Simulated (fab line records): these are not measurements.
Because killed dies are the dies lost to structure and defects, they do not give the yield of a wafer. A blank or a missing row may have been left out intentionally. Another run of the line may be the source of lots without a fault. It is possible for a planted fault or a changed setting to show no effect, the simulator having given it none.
Which tool did it? | flow gf180mcu | 14 lots with 42 wafers sampled at 4 steps, on a route of 602 steps

## WHAT THE GAUGES SHOWED, per wafer
GF_NWELL_OVL_MEAS_07.
lot  | measured    | on         | NWELL_OVL (nm)
L144 | day 3 07:24 | overlay-02 | 1.1 0.0 1.2
L147 | day 4 01:01 | overlay-01 | -0.2 0.1 0.9
L148 | day 4 05:39 | overlay-02 | 0.7 1.7 1.0
L149 | day 4 09:13 | overlay-02 | 1.0 -1.8 -1.0
L156 | day 5 21:27 | overlay-01 | -1.0 -2.4 -1.5
L157 | day 6 10:01 | overlay-02 | -3.3 -2.6 -1.4
L158 | day 6 12:52 | overlay-01 | -0.4 -0.2 -0.8
L161 | day 7 04:57 | overlay-01 | -1.2 -0.5 0.2
L162 | day 7 09:24 | overlay-02 | -2.5 -0.9 0.9
L163 | day 7 14:52 | overlay-01 | -0.7 -1.6 -0.8
L164 | day 7 21:40 | overlay-02 | -0.6 -0.7 -0.7
L165 | day 8 03:21 | overlay-01 | -1.9 -2.1 -1.9
L166 | day 8 07:57 | overlay-01 | -0.3 -1.5 -0.5
L167 | day 8 12:16 | overlay-02 | 1.2 1.1 0.9

GF_DUAL_GATE_OVL_MEAS_11.
lot  | measured     | on         | DUAL_GATE_OVL (nm)
L144 | day 8 07:25  | overlay-02 | -2.2 0.0 -1.8
L147 | day 9 04:34  | overlay-02 | 3.0 3.1 3.0
L148 | day 9 10:06  | overlay-02 | - - -
L149 | day 9 14:49  | overlay-02 | - - -
L156 | day 11 11:37 | overlay-02 | -0.7 -1.3 -1.1
L157 | day 12 06:19 | overlay-01 | 0.5 -1.0 -0.7
L158 | day 12 09:43 | overlay-02 | -0.1 -1.1 0.3
L161 | day 13 05:42 | overlay-02 | -0.4 -1.2 0.4
L162 | day 13 11:27 | overlay-01 | -2.6 -2.7 0.6
L163 | day 13 20:19 | overlay-02 | 1.9 3.7 0.5
L164 | day 14 05:43 | overlay-02 | -1.9 -1.2 -2.9
L165 | day 14 11:30 | overlay-02 | -1.1 -0.2 0.7
L166 | day 14 16:54 | overlay-02 | -0.2 -1.3 -1.5
L167 | day 15 00:43 | overlay-01 | 0.1 1.6 1.2

GF_POLY_GATE_THK_MEAS_17.
lot  | measured     | on           | POLY_GATE_OXIDATION_THK (nm)
L144 | day 9 05:49  | filmMetro-04 | 4.03 4.13 4.02
L147 | day 10 03:23 | filmMetro-01 | 3.99 3.99 3.94
L156 | day 12 14:10 | filmMetro-02 | 4.08 4.07 4.02
L157 | day 13 08:47 | filmMetro-04 | 4.09 4.05 4.03
L158 | day 13 10:45 | filmMetro-01 | 4.05 4.02 4.02
L161 | day 14 07:59 | filmMetro-02 | 4.12 4.07 4.03
L162 | day 14 15:08 | filmMetro-01 | 4.06 4.04 4.13
L163 | day 14 22:29 | filmMetro-02 | 4.07 4.20 4.14
L164 | day 15 09:25 | filmMetro-01 | 3.96 4.08 3.93
L165 | day 15 15:31 | filmMetro-04 | 4.02 3.97 3.99
L166 | day 15 19:37 | filmMetro-02 | 3.94 3.95 3.91
L167 | day 16 02:54 | filmMetro-01 | 3.90 3.96 3.90

## WHICH TOOL RAN EACH LOT (tool, then ch and the chambers of the sampled wafers, then the start)
lot  | GF_DUAL_GATE_COAT_06
L144 | lithoTrack-03 ch 0, day 7 22:48
L147 | lithoTrack-04 ch 0, day 8 20:14
L148 | lithoTrack-04, day 9 01:31
L149 | lithoTrack-03, day 9 06:18
L156 | lithoTrack-04 ch 0, day 11 01:58
L157 | lithoTrack-03 ch 0, day 11 20:23
L158 | lithoTrack-02 ch 0, day 11 23:26
L161 | lithoTrack-03 ch 0, day 12 19:12
L162 | lithoTrack-04 ch 0, day 13 01:04
L163 | lithoTrack-04 ch 0, day 13 10:17
L164 | lithoTrack-04 ch 0, day 13 18:41
L165 | lithoTrack-03 ch 0, day 14 00:42
L166 | lithoTrack-02 ch 0, day 14 06:48
L167 | lithoTrack-03 ch 0, day 14 14:13
- GF_DUAL_GATE_COAT_06: resist thk 1000 nm.

## AS READ BY THE TOOLS THEMSELVES (means over the sampled wafers that have a number; for cases with no such wafer, the mark the record gives instead)
GF_DUAL_GATE_COAT_06.
lot  | tool          | chillPlateTempC (C) | dispensePressureKPa (kPa)
L144 | lithoTrack-03 | 22.96               | 46.5
L147 | lithoTrack-04 | 23.07               | 46.7
L148 | lithoTrack-04 | -                   | -
L149 | lithoTrack-03 | -                   | -
L156 | lithoTrack-04 | 22.88               | 46.7
L157 | lithoTrack-03 | 23.07               | 46.5
L158 | lithoTrack-02 | 23.01               | 51.8
L161 | lithoTrack-03 | 22.91               | 46.5
L162 | lithoTrack-04 | 23.00               | 46.7
L163 | lithoTrack-04 | 23.04               | 46.7
L164 | lithoTrack-04 | 22.90               | 46.7
L165 | lithoTrack-03 | 23.02               | 46.4
L166 | lithoTrack-02 | 22.99               | 51.8
L167 | lithoTrack-03 | 23.10               | 46.4

## THE ANSWER, worked out from the rows above alone
Rule: usual is defined by the lots themselves. The widest of any qualifying gaps counts: lots, ordered by their means at a reading, are off when they make up no more than a third of the lots, leave a main group of 4 or more, and stand apart from it by 3 or more times the standard deviation of that group's means. If all means in a main group match to the digits the tables above print for the reading, that group is not used. Also off: a lot with no number at a reading for which 4 or more lots have one. The other lots that the step has rows for count as sound. Order of review: gauges by route order, followed by the tools' own readings, for which a lot's mean as printed above is used. At the first step where some lot is off, the reading lying furthest off is the one used; lots without a number count as furthest.
Off: L148, L149, seen at GF_DUAL_GATE_OVL_MEAS_11 (DUAL_GATE_OVL). Without a number there: L148, L149. The main group has a mean of -0.2 nm with a standard deviation of 1.4.
If a tool, at a process step before that reading, ran all the lots that are off and no sound lot after the first of them, it fits. Not tried: the gauges at GF_DUAL_GATE_OVL_MEAS_11; whatever is off there is also off at GF_DUAL_GATE_COAT_06, on other tools, and gauge error can't account for it. None of those tried fits.

## WHAT WAS PUT IN BY THE SIMULATOR
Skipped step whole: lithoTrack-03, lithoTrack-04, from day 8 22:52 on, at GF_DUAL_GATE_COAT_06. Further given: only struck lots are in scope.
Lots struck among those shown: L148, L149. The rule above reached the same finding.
